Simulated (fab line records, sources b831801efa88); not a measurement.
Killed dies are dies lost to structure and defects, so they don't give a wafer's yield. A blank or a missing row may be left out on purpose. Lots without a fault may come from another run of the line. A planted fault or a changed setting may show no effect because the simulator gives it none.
fab line records | flow sky130
record lots=5 wafers=15 last_day=50
route steps=708 shown GATE_OXIDE@196 POLY_GATE@204 RES_PROTECT@206
lots that met no fault: from a run of the same line without faults
start_h: hours from the record's first day to the start of the lot's first wafer shown | wait_h: hours since the lot's step before | " the same as in the row above | L1.1+2: a row that stands for several wafers | - no value, or no start given | * or withheld: withheld | < > ~ a bound
route shown NAME@n: a module of which the file shows steps, and the number in the route of the first | usual: mean/standard deviation of fault-free wafers | same: alike in all rows | chamber/n: place in a boat | sites: the reading at each site | _std_site: their standard deviation | _edge_site: outer sites' mean less inner sites' | radius_mm: how far each site lies from the wafer's centre | mask NAME#n: copy n | behind: the tool/chamber that last shaped the wafer | hold: why the lot was held/for how many hours/how that ended | device: the transistor (n, p or np) that didn't switch | end of line: the same wafers' tests at the end of the route | a step without rows: its recipe alone | killed: dies lost to structure and defects at the first sort, not the wafer's yield | map: a wafer's dies, x killed, . not, _ none there
set.NAME: the setting as run; set.NAME@STEP: as run at that earlier step | model.NAME: the simulator's own value behind a step, which no gauge read
lots at some steps of the route; a table a step, a row a wafer
services: from which hour (start_h, from the record's first day; less than 0 if before it) a tool's chamber was out of use, for how many hours, and why
## steps
# step SKY_GATE_OXIDE_DEVELOP_09
# recipe resist=NOVOLAK developer=TMAH develop_time_s=60 dev_temp_c=23
# columns lot.wafer tool chamber start_h wait_h
L079.2+4+6 litho_track-01 0 356.24 0.1
L080.2+3+5 litho_track-01 0 369.54 0.1
L085.1+3+6 litho_track-01 0 410.66 0.1
L091.2+4+5 litho_track-04 0 456.28 0.1
L097.2+4+5 litho_track-01 0 501.08 0.1
# step SKY_GATE_OXIDE_OVL_MEAS_10
# usual GATE_OXIDE_OVL=-0.5/1.4
# columns lot.wafer tool chamber start_h wait_h GATE_OXIDE_OVL[nm]
L079.2 overlay-02 - 356.37 0.1 -3.0
L079.4 " - " " -2.0
L079.6 " - " " -3.2
L080.2 overlay-01 - 369.67 0.1 -0.4
L080.3 " - " " -1.1
L080.5 " - " " -0.9
L085.1 overlay-01 - 410.81 0.1 -1.4
L085.3 " - " " 0.5
L085.6 " - " " -1.5
L091.2 overlay-02 - 456.41 0.1 -0.7
L091.4 " - " " 1.0
L091.5 " - " " -0.7
L097.2 overlay-01 - 501.22 0.1 1.6
L097.4 " - " " 2.1
L097.5 " - " " 0.9
# step SKY_GATE_OXIDE_IMPLANT_11
# recipe species=B energy_kev=10 dose_cm2=2.6e+12 tilt_deg=withheld
# columns lot.wafer tool chamber start_h wait_h
L079.2+4+6 implanter-04 0 356.42 0.0
L080.2+3+5 implanter-02 0 369.72 0.0
L085.1+3+6 implanter-04 0 410.85 0.0
L091.2+4+5 implanter-02 0 456.47 0.0
L097.2+4+5 implanter-03 0 501.27 0.0
# step SKY_GATE_OXIDE_WET_ETCH_12
# recipe chemistry=dHF target_depth_nm=16.8 dry=n2_spin target=SiO2 dilution=100:1 temp_c=25 time_s=336
# columns lot.wafer tool chamber start_h wait_h
L079.2+4+6 wet_bench-02 2 356.55 0.1
L080.2+3+5 wet_bench-02 2 369.85 0.1
L085.1+3+6 wet_bench-02 1 411.00 0.1
L091.2+4+5 wet_bench-04 1 456.59 0.1
L097.2+4+5 wet_bench-04 3 501.40 0.1
# step SKY_GATE_OXIDE_STRIP_13
# recipe chemistry=O2/N2 power_w=1400 pressure_mtorr=1500 platen_temp_c=withheld o2_flow_sccm=3000 n2_flow_sccm=300 overash_fraction=0.5
# usual chamber_pressure_mTorr=1500.2/1.4 drypump_motor_current_A=6.01/0.28 oes_product_au=0.715/0.0046 strip_time_to_endpoint_s=14.17/0.037
# same overash_fraction=0.5
# columns lot.wafer tool chamber start_h wait_h chamber_pressure_mTorr drypump_motor_current_A oes_product_au rf_hours_counter_h strip_time_to_endpoint_s
L079.2 plasma_asher-02 1 356.65 0.0 1499.0 6.26 0.714 67 14.16
L079.4 " 1 " " 1500.4 6.24 0.713 - 14.15
L079.6 " 0 " " 1499.9 5.72 0.720 - 14.19
L080.2 plasma_asher-01 0 369.95 0.0 1499.7 5.93 0.721 69 14.20
L080.3 " 1 " " 1500.7 5.68 0.722 - 14.18
L080.5 " 1 " " 1501.1 5.68 0.713 - 14.27
L085.1 plasma_asher-04 0 411.10 0.0 1501.2 5.94 0.713 28 14.24
L085.3 " 1 " " 1500.5 6.44 0.708 - 14.21
L085.6 " 0 " " 1501.0 5.93 0.714 - 14.20
L091.2 plasma_asher-04 1 456.69 0.0 1500.4 6.44 0.720 33 14.08
L091.4 " 1 " " 1499.3 6.45 0.707 - 14.14
L091.5 " 1 " " 1499.0 6.42 0.712 - 14.10
L097.2 plasma_asher-02 0 501.50 0.0 1502.1 5.73 0.723 7 14.15
L097.4 " 0 " " 1499.0 5.74 0.717 - 14.17
L097.5 " 1 " " 1501.5 6.25 0.718 - 14.15
# step SKY_GATE_OXIDE_TW_MEAS_14
# usual GATE_OXIDE_TW=223.7/1.7
# columns lot.wafer tool chamber start_h wait_h GATE_OXIDE_TW
L079.2 film_metro-04 - 356.76 0.1 222.8
L079.4 " - " " 222.3
L079.6 " - " " 223.7
L080.2 film_metro-02 - 370.06 0.1 221.8
L080.3 " - " " 222.6
L080.5 " - " " 222.8
L085.1 film_metro-01 - 411.20 0.1 225.3
L085.3 " - " " 225.1
L085.6 " - " " 225.4
L091.2 film_metro-02 - 456.80 0.1 222.9
L091.4 " - " " 221.0
L091.5 " - " " 221.2
L097.2 film_metro-01 - 501.61 0.1 226.8
L097.4 " - " " 226.2
L097.5 " - " " 225.0
# step SKY_GATE_OXIDE_CLEAN_15
# recipe chemistry=SC1/SC2 mix=1:4:20 temp_c=70 time_s=150 dry=n2_spin
# columns lot.wafer tool chamber start_h wait_h
L079.2+4+6 wet_bench-01 1 356.81 0.0
L080.2+3+5 wet_bench-04 1 370.11 0.0
L085.1+3+6 wet_bench-04 3 411.26 0.1
L091.2+4+5 wet_bench-01 2 456.85 0.0
L097.2+4+5 wet_bench-02 0 501.66 0.0
# step SKY_GATE_OXIDE_OXIDATION_16
# recipe temp_c=800 ambient=O2 idle_temp_c=700 ramp_up_c_per_min=10 ramp_down_c_per_min=3 stabilise_s=600 purge_s=300 target_thk_a=35.7 ox_time_s=1915
# usual spike_tc_top_C=815.1/1.3 tube_center_temp_C_max=802.0/0.31 zone_power_bottom_pct=19/3.5
# columns lot.wafer tool chamber start_h wait_h spike_tc_top_C tube_center_temp_C_max zone_power_bottom_pct
L079.2 furnace-01 0 357.65 0.8 815.3 802.4 22
L079.4 " 0 " " 816.2 801.5 23
L079.6 " 0 " " 815.5 802.0 22
L080.2 furnace-01 0 372.39 2.2 815.1 802.1 22
L080.3 " 0 " " 817.8 802.3 23
L080.5 " 0 " " 817.0 801.9 22
L085.1 furnace-01 0 414.57 3.3 816.1 802.3 22
L085.3 " 0 " " 815.3 801.7 22
L085.6 " 0 " " 816.5 802.4 22
L091.2 furnace-01 0 456.90 0.0 815.9 802.2 22
L091.4 " 0 " " 817.2 802.3 22
L091.5 " 0 " " 815.9 802.5 22
L097.2 furnace-02 0 501.71 0.0 811.8 802.0 15
L097.4 " 0 " " 814.2 801.7 15
L097.5 " 0 " " 814.6 802.4 15
# step SKY_POLY_GATE_CVD_00
# recipe material=poly-Si target_thk_nm=180 temp_c=620 time_s=720 pressure_mtorr=200
# usual spike_tc_top_C=635.8/1.1 zone_power_bottom_pct=13.0/0.94
# columns lot.wafer tool chamber start_h wait_h spike_tc_top_C zone_power_bottom_pct
L079.2 lpcvd-01 0 359.18 0.0 635.8 11.9
L079.4 " 0 " " 636.0 11.7
L079.6 " 0 " " 635.0 11.8
L080.2 lpcvd-01 1 373.92 0.0 636.8 13.8
L080.3 " 1 " " 636.5 13.4
L080.5 " 1 " " 633.6 13.8
L085.1 lpcvd-01 0 416.10 0.0 635.7 11.9
L085.3 " 0 " " 636.0 11.8
L085.6 " 0 " " 636.3 11.7
L091.2 lpcvd-01 0 458.43 0.0 635.5 11.6
L091.4 " 0 " " 635.7 11.7
L091.5 " 0 " " 634.0 12.0
L097.2 lpcvd-01 1 503.24 0.0 636.7 13.7
L097.4 " 1 " " 636.6 13.7
L097.5 " 1 " " 635.9 13.6
# step SKY_POLY_GATE_THK_MEAS_01
# recipe reads=poly-Si_of_POLY_GATE_CVD_00
# usual POLY_GATE_CVD_00_THK=180.6/1.6
# columns lot.wafer tool chamber start_h wait_h POLY_GATE_CVD_00_THK[nm]
L079.2 film_metro-03 - 360.39 0.0 180.6
L079.4 " - " " 179.7
L079.6 " - " " 181.6
L080.2 film_metro-03 - 375.73 0.0 182.4
L080.3 " - " " 182.9
L080.5 " - " " 182.3
L085.1 film_metro-01 - 417.30 0.0 181.3
L085.3 " - " " 179.8
L085.6 " - " " 180.3
L091.2 film_metro-01 - 459.64 0.0 183.5
L091.4 " - " " 182.9
L091.5 " - " " 185.7
L097.2 film_metro-03 - 504.45 0.0 181.6
L097.4 " - " " 184.0
L097.5 " - " " 183.0
# step SKY_RES_PROTECT_DEHYDRATE_00
# recipe temp_c=200 time_s=60
# usual plate_temp_C=200.00/0.17
# columns lot.wafer tool chamber start_h wait_h plate_temp_C
L079.2 litho_track-03 0 374.21 13.8 200.24
L079.4 " 0 " " 200.12
L079.6 " 0 " " 200.30
L080.2 litho_track-02 0 389.09 13.3 200.10
L080.3 " 0 " " 200.20
L080.5 " 0 " " 200.11
L085.1 litho_track-03 0 431.49 14.2 199.79
L085.3 " 0 " " 199.98
L085.6 " 0 " " 199.69
L091.2 litho_track-01 0 474.18 14.5 199.92
L091.4 " 0 " " 199.97
L091.5 " 0 " " 200.10
L097.2 litho_track-03 0 518.36 13.9 199.98
L097.4 " 0 " " 199.76
L097.5 " 0 " " 200.04
# step SKY_RES_PROTECT_HMDS_01
# recipe prime_time_s=60 prime_temp_c=120
# usual prime_temp_c=120.06/0.16
# columns lot.wafer tool chamber start_h wait_h prime_temp_c
L079.2 litho_track-03 0 374.36 0.1 119.82
L079.4 " 0 " " 119.96
L079.6 " 0 " " 120.07
L080.2 litho_track-02 0 389.24 0.1 120.17
L080.3 " 0 " " 120.35
L080.5 " 0 " " 120.32
L085.1 litho_track-03 0 431.64 0.1 119.89
L085.3 " 0 " " 119.84
L085.6 " 0 " " 119.90
L091.2 litho_track-01 0 474.33 0.1 120.07
L091.4 " 0 " " 120.20
L091.5 " 0 " " 120.17
L097.2 litho_track-03 0 518.51 0.1 120.22
L097.4 " 0 " " 120.21
L097.5 " 0 " " 120.15
# step SKY_RES_PROTECT_COAT_02
# recipe resist=NOVOLAK spin_rpm=3000 resist_thk_nm=1140
# columns lot.wafer tool chamber start_h wait_h
L079.2+4+6 litho_track-03 0 374.51 0.1
L080.2+3+5 litho_track-02 0 389.39 0.1
L085.1+3+6 litho_track-03 0 431.79 0.1
L091.2+4+5 litho_track-01 0 474.48 0.1
L097.2+4+5 litho_track-03 0 518.66 0.1
# step SKY_RES_PROTECT_SOFTBAKE_03
# recipe temp_c=90 time_s=60 resist=NOVOLAK
# usual plate_temp_C=89.98/0.13
# columns lot.wafer tool chamber start_h wait_h plate_temp_C
L079.2 litho_track-03 0 374.66 0.1 89.90
L079.4 " 0 " " 89.90
L079.6 " 0 " " 90.05
L080.2 litho_track-02 0 389.54 0.1 90.34
L080.3 " 0 " " 90.05
L080.5 " 0 " " 90.15
L085.1 litho_track-03 0 431.94 0.1 89.97
L085.3 " 0 " " 89.72
L085.6 " 0 " " 89.63
L091.2 litho_track-01 0 474.63 0.1 90.08
L091.4 " 0 " " 90.26
L091.5 " 0 " " 89.87
L097.2 litho_track-03 0 518.81 0.1 89.96
L097.4 " 0 " " 89.71
L097.5 " 0 " " 90.04
# step SKY_RES_PROTECT_EXPOSE_04
# recipe mask_id=RPM na=0.6 source_shape=conventional sigma_outer=0.6 polarization=unpolarized target_cd_nm=1270 dose_mj=131
# columns lot.wafer tool chamber start_h wait_h mask
L079.2+4+6 iline_stepper-01 0 - - RPM#0
L080.2+3+5 iline_stepper-01 0 - - RPM#0
L085.1+3+6 iline_stepper-02 0 - - RPM#0
L091.2+4+5 iline_stepper-01 0 - - RPM#0
L097.2+4+5 iline_stepper-01 0 - - RPM#0
# step SKY_RES_PROTECT_PEB_05
# recipe temp_c=withheld time_s=* resist=NOVOLAK
# columns lot.wafer tool chamber start_h wait_h
L079.2+4+6 litho_track-03 0 - -
L080.2+3+5 litho_track-01 0 - -
L085.1+3+6 litho_track-03 0 - -
L091.2+4+5 litho_track-03 0 - -
L097.2+4+5 litho_track-02 0 - -
# step SKY_RES_PROTECT_DEVELOP_06
# recipe resist=NOVOLAK developer=TMAH develop_time_s=60 dev_temp_c=23
# columns lot.wafer tool chamber start_h wait_h
L079.2+4+6 litho_track-03 0 388.01 0.1
L080.2+3+5 litho_track-01 0 404.34 0.1
L085.1+3+6 litho_track-03 0 446.79 0.1
L091.2+4+5 litho_track-03 0 489.86 0.1
L097.2+4+5 litho_track-02 0 534.54 0.1
# step SKY_POLY_GATE_IMPLANT_02
# recipe species=P energy_kev=30 dose_cm2=7.7e+15 tilt_deg=0
# columns lot.wafer tool chamber start_h wait_h
L079.2+4+6 implanter-01 0 388.16 0.1
L080.2+3+5 implanter-01 0 404.49 0.1
L085.1+3+6 implanter-01 0 446.94 0.1
L091.2+4+5 implanter-04 0 490.01 0.1
L097.2+4+5 implanter-04 0 534.69 0.1
# step SKY_RES_PROTECT_STRIP_07
# recipe chemistry=O2/N2 power_w=1400 pressure_mtorr=1500 platen_temp_c=withheld o2_flow_sccm=3000 n2_flow_sccm=300 overash_fraction=0.5
# usual chamber_pressure_mTorr=1499.8/1.2 drypump_motor_current_A=5.9/0.34 oes_product_au=0.517/0.005 strip_time_to_endpoint_s=23.28/0.048
# same overash_fraction=0.5
# columns lot.wafer tool chamber start_h wait_h chamber_pressure_mTorr drypump_motor_current_A oes_product_au rf_hours_counter_h strip_time_to_endpoint_s
L079.2 plasma_asher-04 1 388.29 0.1 1500.5 6.5 0.512 26 23.30
L079.4 " 1 " " 1500.0 6.5 0.519 - 23.28
L079.6 " 1 " " 1501.5 6.5 0.519 - 23.27
L080.2 plasma_asher-03 1 404.62 0.1 1500.2 5.6 0.523 58 23.32
L080.3 " 1 " " 1502.3 5.5 0.511 - 23.27
L080.5 " 1 " " 1499.6 5.5 0.519 - 23.26
L085.1 plasma_asher-02 1 447.09 0.1 1499.1 6.2 0.519 2 23.28
L085.3 " 0 " " 1499.6 5.7 0.520 - 23.26
L085.6 " 0 " " 1501.0 5.7 0.520 - 23.21
L091.2 plasma_asher-02 1 490.14 0.1 1498.8 6.2 0.521 6 23.29
L091.4 " 0 " " 1499.4 5.7 0.518 - 23.25
L091.5 " 0 " " 1499.6 5.7 0.531 - 23.29
L097.2 plasma_asher-02 0 534.81 0.1 1497.8 5.7 0.523 9 23.26
L097.4 " 1 " " 1500.7 6.2 0.522 - 23.24
L097.5 " 0 " " 1501.2 5.7 0.521 - 23.23
# step SKY_RES_PROTECT_TW_MEAS_08
# usual POLY_GATE_TW=4018/23
# columns lot.wafer tool chamber start_h wait_h POLY_GATE_TW
L079.2 film_metro-02 - 388.40 0.1 4007
L079.4 " - " " 3999
L079.6 " - " " 4006
L080.2 film_metro-03 - 404.73 0.1 3986
L080.3 " - " " 3995
L080.5 " - " " 3992
L085.1 film_metro-04 - 447.19 0.1 4030
L085.3 " - " " 4049
L085.6 " - " " 4012
L091.2 film_metro-02 - 490.25 0.1 4003
L091.4 " - " " 4013
L091.5 " - " " 3992
L097.2 film_metro-03 - 534.92 0.1 4045
L097.4 " - " " 4050
L097.5 " - " " 4079
# step SKY_RES_PROTECT_CLEAN_09
# recipe chemistry=SC1/SC2 mix=1:4:20 temp_c=70 time_s=150 dry=n2_spin
# columns lot.wafer tool chamber start_h wait_h
L079.2+4+6 wet_bench-04 2 388.45 0.0
L080.2+3+5 wet_bench-02 3 404.78 0.0
L085.1+3+6 wet_bench-02 2 447.25 0.1
L091.2+4+5 wet_bench-03 0 490.30 0.0
L097.2+4+5 wet_bench-02 2 534.97 0.0
# step SKY_POLY_GATE_CVD_03
# recipe material=Si3N4 precursor=DCS/NH3 target_thk_nm=75 temp_c=770 time_s=1290 pressure_mtorr=250
# usual spike_tc_top_C=788/3.3 zone_power_bottom_pct=18.2/1.7
# columns lot.wafer tool chamber start_h wait_h spike_tc_top_C zone_power_bottom_pct
L079.2 lpcvd-02 1 389.78 1.3 785 16.8
L079.4 " 1 " " 785 16.8
L079.6 " 1 " " 786 16.5
L080.2 lpcvd-02 1 404.83 0.0 785 16.5
L080.3 " 1 " " 783 16.7
L080.5 " 1 " " 784 16.4
L085.1 lpcvd-02 1 447.30 0.0 786 16.6
L085.3 " 1 " " 786 16.6
L085.6 " 1 " " 785 16.7
L091.2 lpcvd-02 1 490.35 0.0 787 16.7
L091.4 " 1 " " 786 16.4
L091.5 " 1 " " 785 16.8
L097.2 lpcvd-02 1 535.02 0.0 783 16.7
L097.4 " 1 " " 783 16.8
L097.5 " 1 " " 782 16.9
# step SKY_POLY_GATE_THK_MEAS_04
# recipe reads=Si3N4_of_POLY_GATE_CVD_03
# usual POLY_GATE_CVD_03_THK=74.4/0.86
# columns lot.wafer tool chamber start_h wait_h POLY_GATE_CVD_03_THK[nm]
L079.2 film_metro-03 - 391.15 0.0 74.7
L079.4 " - " " 75.2
L079.6 " - " " 75.0
L080.2 film_metro-03 - 406.20 0.0 73.1
L080.3 " - " " 73.3
L080.5 " - " " 73.0
L085.1 film_metro-01 - 448.66 0.0 74.0
L085.3 " - " " 73.7
L085.6 " - " " 73.9
L091.2 film_metro-04 - 491.72 0.0 75.6
L091.4 " - " " 75.3
L091.5 " - " " 75.0
L097.2 film_metro-04 - 536.39 0.0 74.8
L097.4 " - " " 74.7
L097.5 " - " " 74.9
# step SKY_POLY_GATE_DEHYDRATE_05
# recipe temp_c=200 time_s=60
# usual plate_temp_C=200.00/0.15
# columns lot.wafer tool chamber start_h wait_h plate_temp_C
L079.2 litho_track-02 0 406.19 15.0 200.14
L079.4 " 0 " " 200.02
L079.6 " 0 " " 200.08
L080.2 litho_track-02 0 419.59 13.4 200.19
L080.3 " 0 " " 200.18
L080.5 " 0 " " 200.20
L085.1 litho_track-02 0 463.51 14.8 200.25
L085.3 " 0 " " 200.01
L085.6 " 0 " " 199.93
L091.2 litho_track-04 0 506.43 14.7 199.85
L091.4 " 0 " " 200.17
L091.5 " 0 " " 199.87
L097.2 litho_track-01 0 550.28 13.9 200.17
L097.4 " 0 " " 200.13
L097.5 " 0 " " 200.00
# step SKY_POLY_GATE_HMDS_06
# recipe prime_time_s=60 prime_temp_c=120
# usual prime_temp_c=119.98/0.13
# columns lot.wafer tool chamber start_h wait_h prime_temp_c
L079.2 litho_track-02 0 406.34 0.1 120.18
L079.4 " 0 " " 120.26
L079.6 " 0 " " 120.17
L080.2 litho_track-02 0 419.74 0.1 119.79
L080.3 " 0 " " 120.12
L080.5 " 0 " " 120.16
L085.1 litho_track-02 0 463.66 0.1 119.95
L085.3 " 0 " " 119.94
L085.6 " 0 " " 120.06
L091.2 litho_track-04 0 506.58 0.1 119.90
L091.4 " 0 " " 119.90
L091.5 " 0 " " 119.77
L097.2 litho_track-01 0 550.43 0.1 119.96
L097.4 " 0 " " 119.96
L097.5 " 0 " " 120.04
# step SKY_POLY_GATE_COAT_07
# recipe resist=BARC temp_c=withheld time_s=withheld spin_rpm=3000 resist_thk_nm=110
# columns lot.wafer tool chamber start_h wait_h
L079.2+4+6 litho_track-02 0 406.49 0.1
L080.2+3+5 litho_track-02 0 419.89 0.1
L085.1+3+6 litho_track-02 0 463.81 0.1
L091.2+4+5 litho_track-04 0 506.73 0.1
L097.2+4+5 litho_track-01 0 550.58 0.1
# step SKY_POLY_GATE_COAT_08
# recipe resist=KrF-thick spin_rpm=3000 resist_thk_nm=450
# columns lot.wafer tool chamber start_h wait_h
L079.2+4+6 litho_track-02 0 - -
L080.2+3+5 litho_track-02 0 - -
L085.1+3+6 litho_track-02 0 - -
L091.2+4+5 litho_track-04 0 - -
L097.2+4+5 litho_track-01 0 - -
# step SKY_POLY_GATE_SOFTBAKE_09
# recipe temp_c=100 time_s=90 resist=KrF-thick
# usual plate_temp_C=99.99/0.12
# columns lot.wafer tool chamber start_h wait_h plate_temp_C
L079.2 litho_track-02 0 - - 99.98
L079.4 " 0 " " 100.04
L079.6 " 0 " " 100.05
L080.2 litho_track-02 0 - - 100.08
L080.3 " 0 " " 99.99
L080.5 " 0 " " 99.98
L085.1 litho_track-02 0 - - 100.07
L085.3 " 0 " " 100.04
L085.6 " 0 " " 100.08
L091.2 litho_track-04 0 - - 100.00
L091.4 " 0 " " 99.84
L091.5 " 0 " " 100.06
L097.2 litho_track-01 0 - - 99.99
L097.4 " 0 " " 99.94
L097.5 " 0 " " 99.96
# step SKY_POLY_GATE_EXPOSE_10
# recipe mask_id=P1M na=0.68 source_shape=conventional sigma_outer=0.6 target_cd_nm=150 dose_mj=28
# columns lot.wafer tool chamber start_h wait_h mask
L079.2+4+6 krf_scanner-01 0 - - P1M#0
L080.2+3+5 krf_scanner-02 0 - - P1M#0
L085.1+3+6 krf_scanner-01 0 - - P1M#0
L091.2+4+5 krf_scanner-01 0 - - P1M#0
L097.2+4+5 krf_scanner-01 0 - - P1M#0
# step SKY_POLY_GATE_PEB_11
# recipe peb_temp_c=withheld peb_time_s=withheld resist=KrF-thick
# columns lot.wafer tool chamber start_h wait_h
L079.2+4+6 litho_track-01 0 - -
L080.2+3+5 litho_track-02 0 - -
L085.1+3+6 litho_track-04 0 - -
L091.2+4+5 litho_track-02 0 - -
L097.2+4+5 litho_track-01 0 - -
# step SKY_POLY_GATE_DEVELOP_12
# recipe develop_time_s=60 resist=KrF-thick dev_temp_c=21
# columns lot.wafer tool chamber start_h wait_h
L079.2+4+6 litho_track-01 0 - -
L080.2+3+5 litho_track-02 0 - -
L085.1+3+6 litho_track-04 0 - -
L091.2+4+5 litho_track-02 0 - -
L097.2+4+5 litho_track-01 0 - -
# step SKY_POLY_GATE_CD_MEAS_13
# recipe target_cd_nm=150
# usual cd_nm=149.8/1.2
# columns lot.wafer tool chamber start_h wait_h cd_nm
L079.2 cd_sem-01 - 420.88 - 150.6
L079.4 " - " " 149.5
L079.6 " - " " 150.6
L080.2 cd_sem-02 - 435.48 - 150.7
L080.3 " - " " 150.1
L080.5 " - " " 150.4
L085.1 cd_sem-02 - 478.60 - 152.4
L085.3 " - " " 151.6
L085.6 " - " " 151.0
L091.2 cd_sem-02 - 522.83 - 152.6
L091.4 " - " " 151.1
L091.5 " - " " 151.5
L097.2 cd_sem-02 - 566.58 - 147.0
L097.4 " - " " 147.3
L097.5 " - " " 146.8
# step SKY_POLY_GATE_OVL_MEAS_14
# usual POLY_GATE_OVL=-5/5.2
# columns lot.wafer tool chamber start_h wait_h POLY_GATE_OVL[nm]
L079.2 overlay-02 - 420.99 0.1 -2
L079.4 " - " " 4
L079.6 " - " " 2
L080.2 overlay-02 - 435.59 0.1 -11
L080.3 " - " " -11
L080.5 " - " " -18
L085.1 overlay-02 - 478.72 0.1 -15
L085.3 " - " " -10
L085.6 " - " " -2
L091.2 overlay-01 - 522.94 0.1 3
L091.4 " - " " -5
L091.5 " - " " -5
L097.2 overlay-01 - 566.69 0.1 -3
L097.4 " - " " -5
L097.5 " - " " -3
# step SKY_POLY_GATE_ETCH_15
# recipe chemistry=N2/H2 target=BARC ion_energy_ev=200 source_w=500 bias_w=100 pressure_mtorr=30 n2_flow_sccm=100 h2_flow_sccm=200 stop_on=SiO2 time_s=118.5 target_depth_a=1100
# usual chamber_pressure_mTorr=30.00/0.03 drypump_motor_current_A=5.8/0.55 h2_flow_sccm=200.0/0.6 oes_product_au=0.715/0.0047 throttle_valve_pct=13.213/0.01
# columns lot.wafer tool chamber start_h wait_h chamber_pressure_mTorr drypump_motor_current_A h2_flow_sccm oes_product_au rf_hours_counter_h throttle_valve_pct
L079.2 rie_diel-04 2 421.02 0.0 29.98 5.6 199.4 0.711 7 13.208
L079.4 " 3 " " 30.02 4.7 200.3 0.714 27 13.202
L079.6 " 3 " " 29.96 4.7 199.6 0.712 - 13.210
L080.2 rie_diel-04 2 435.62 0.0 30.02 5.6 199.8 0.719 7 13.219
L080.3 " 0 " " 29.97 6.2 199.1 0.714 22 13.212
L080.5 " 0 " " 30.01 6.2 200.6 0.709 - 13.207
L085.1 rie_diel-01 1 478.76 0.0 29.98 6.2 200.6 0.715 2 13.216
L085.3 " 2 " " 29.95 6.1 199.4 0.723 54 13.216
L085.6 " 2 " " 30.02 6.1 199.3 0.719 - 13.222
L091.2 rie_diel-04 3 522.97 0.0 29.99 4.7 199.8 0.716 29 13.212
L091.4 " 2 " " 29.94 5.6 199.2 0.709 9 13.231
L091.5 " 3 " " 30.00 4.7 200.2 0.724 - 13.210
L097.2 rie_diel-01 1 566.72 0.0 30.01 6.2 200.3 0.717 4 13.210
L097.4 " 0 " " 30.01 5.2 199.4 0.718 18 13.213
L097.5 " 0 " " 29.97 5.2 199.4 0.709 - 13.205
# step SKY_POLY_GATE_ETCH_16
# recipe stop_on=poly-Si chemistry=CH3F/O2 target=Si3N4 source_w=400 bias_w=80 pressure_mtorr=25 ch3f_flow_sccm=40 O2_flow_sccm=30 time_s=147.5 target_depth_a=750
# usual chamber_pressure_mTorr=25.002/0.025 drypump_motor_current_A=5.8/0.55 oes_product_au=0.638/0.0058 throttle_valve_pct=10.534/0.0094
# columns lot.wafer tool chamber start_h wait_h chamber_pressure_mTorr drypump_motor_current_A oes_product_au rf_hours_counter_h throttle_valve_pct
L079.2 rie_diel-04 2 421.10 0.0 25.005 5.6 0.630 7 10.550
L079.4 " 3 " " 24.994 4.7 0.642 27 10.529
L079.6 " 3 " " 25.027 4.7 0.639 - 10.541
L080.2 rie_diel-04 2 435.70 0.0 24.978 5.6 0.634 7 10.505
L080.3 " 0 " " 24.991 6.2 0.630 22 10.535
L080.5 " 0 " " 25.018 6.2 0.633 - 10.534
L085.1 rie_diel-01 1 478.84 0.0 25.029 6.2 0.635 2 10.522
L085.3 " 2 " " 24.998 6.0 0.636 54 10.539
L085.6 " 2 " " 25.016 6.1 0.642 - 10.526
L091.2 rie_diel-04 3 523.05 0.0 25.005 4.7 0.642 29 10.537
L091.4 " 2 " " 24.994 5.5 0.643 9 10.520
L091.5 " 3 " " 25.027 4.7 0.638 - 10.545
L097.2 rie_diel-01 1 566.80 0.0 24.998 6.2 0.645 4 10.522
L097.4 " 0 " " 24.975 5.2 0.641 18 10.542
L097.5 " 0 " " 25.054 5.2 0.638 - 10.528
# step SKY_POLY_GATE_ETCH_17
# recipe target_depth_nm=180 stop_on=SiO2 over_etch_frac=0.56667 chemistry=HBr/Cl2 target=poly-Si icp_w=400 bias_w=100 pressure_mtorr=10 HBr_flow_sccm=150 Cl2_flow_sccm=50 time_s=70.5
# usual chamber_pressure_mTorr=10.001/0.0094 drypump_motor_current_A=5.9/0.49 oes_product_au=0.991/0.0074 throttle_valve_pct=33.685/0.009
# columns lot.wafer tool chamber start_h wait_h chamber_pressure_mTorr drypump_motor_current_A oes_product_au rf_hours_counter_h throttle_valve_pct
L079.2 rie_si-01 0 421.20 0.0 10.002 5.6 0.998 4 33.675
L079.4 " 2 " " 9.995 6.7 0.973 3 33.695
L079.6 " 0 " " 10.004 5.6 0.993 - 33.689
L080.2 rie_si-01 2 435.80 0.0 9.996 6.7 0.985 3 33.684
L080.3 " 1 " " 9.993 5.9 0.992 37 33.684
L080.5 " 3 " " 9.997 6.1 0.994 - 33.690
L085.1 rie_si-02 0 478.94 0.0 9.998 6.0 0.994 2 33.691
L085.3 " 1 " " 9.997 5.1 0.978 2 33.673
L085.6 " 1 " " 9.998 5.1 0.985 - 33.688
L091.2 rie_si-02 3 523.15 0.0 9.999 5.5 1.003 4 33.681
L091.4 " 2 " " 10.002 6.5 1.003 4 33.676
L091.5 " 3 " " 9.981 5.5 1.014 - 33.677
L097.2 rie_si-01 0 566.90 0.0 10.004 5.5 0.990 4 33.690
L097.4 " 3 " " 10.000 6.1 0.997 3 33.691
L097.5 " 0 " " 10.010 5.6 0.998 - 33.679
## services
# columns tool chamber start_h hours kind
rie_si-01 - 336.98 2.8 pm
rie_si-01 3 339.84 2.2 repair
implanter-01 - 352.60 4.8 pm
rie_diel-04 - 363.01 0.4 repair
krf_scanner-01 - 383.86 1.0 pm
iline_stepper-01 - 387.81 1.7 pm
implanter-04 - 399.97 9.5 repair
furnace-01 - 400.79 3.9 pm
rie_diel-04 - 418.32 0.6 repair
plasma_asher-02 - 421.25 9.0 pm
rie_diel-01 3 432.41 3.6 repair
implanter-04 - 443.29 1.8 repair
krf_scanner-01 - 444.52 1.3 pm
furnace-01 - 466.68 3.2 pm
lpcvd-02 - 467.59 0.9 repair
krf_scanner-01 - 473.83 1.4 repair
rie_diel-01 3 473.88 6.0 repair
plasma_asher-02 - 476.85 0.5 repair
krf_scanner-01 - 495.74 0.8 pm
plasma_asher-02 - 522.21 6.2 repair
rie_diel-04 2 538.80 7.9 repair
furnace-01 - 548.92 8.9 pm
wet_bench-02 - 550.96 4.4 pm
krf_scanner-01 - 552.90 1.0 pm
## key
fault none
